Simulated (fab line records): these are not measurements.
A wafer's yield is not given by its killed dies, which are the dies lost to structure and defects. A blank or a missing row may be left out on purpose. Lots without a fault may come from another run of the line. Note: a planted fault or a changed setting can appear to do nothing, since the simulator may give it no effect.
Problem report, 8D (eight disciplines) form, completed by code    flow gf180mcu    the parts of the form that need people (team, actions taken, sign-off) are left out

1. THE ISSUE
overpolish_run_s at GF_V5_CMP_26 reads a mean of 8.648 s on 9 wafers of 3 lots; wafers without a fault read 15.000 s with a standard deviation of 0.008. So: -99 or more standard deviations from the usual mean.
The step: polishes, stops on SiO2, t overpolish 15 s, target thk 0 nm.
The first sign was on wafer L899.3 at day 29 07:25, on cmp-02. The record has a number at this step for 36 wafers belonging to 12 lots. By rule, "out" or "out of limits" means more than 4 standard deviations away from the usual mean. All remaining wafers that have a number are taken as sound.

2. WHAT IT IS, AND WHAT IT ISN'T
question                     is                      is not
which readings at this step  overpolish_run_s        motor_current_A, slurry_flow_ml_min, time_to_endpoint_s
which lots                   L898, L899, L900        L892, L894, L895, L906, L909, L910, L912, L913, L914
which wafers of those lots   all that have a number  -
read on which tools          cmp-02                  cmp-01
when                         from day 29 07:25       up to then (9 sound wafers); but 18 sound wafers of L906, L909, L910, L912, L913, L914 came after

3. WHAT RULES OUT EACH SUSPECT
Counting: a tool at any process step up to the reading remains a suspect when it ran all the lots that are out and ran no sound lot after the first of those.
- cmp-02 at GF_V5_CMP_26 (polishes, stops on SiO2, t overpolish 15 s, target thk 0 nm): ruled out as a lasting fault. Sound lots L909, L910, L912, L913, L914 ran on it after its first lot that is out, L899 (day 29 07:25).
Left after counting: nothing in the record.

4. THE CAUSE (what the simulator had put in)
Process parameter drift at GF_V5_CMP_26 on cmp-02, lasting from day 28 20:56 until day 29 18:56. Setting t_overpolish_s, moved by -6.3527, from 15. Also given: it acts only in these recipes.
Counting ruled it out, wrongly.

5. THE CHAIN OF EFFECTS, in route order
Each row: a reading whose mean over the struck wafers that have a number lies more than 3 standard deviations from the usual. Only readings whose record carries a usual standard deviation are examined. hours: median over the lots of the time between each lot's start at the first step of this table that gives one and its start at this step. sigmas: the change, counted in usual standard deviations.
hours  step          reading           usual     on struck wafers  change  sigmas
0      GF_V5_CMP_26  overpolish_run_s  15.000 s  8.648             -6.352  -99 or more
Process steps it contains:
- GF_V5_CMP_26: polishes, stops on SiO2, t overpolish 15 s, target thk 0 nm.

6. WHAT WOULD HAVE CAUGHT IT SOONER
In this record the first reading out of limits was taken at day 29 07:25, 10 hours after the fault began at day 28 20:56.
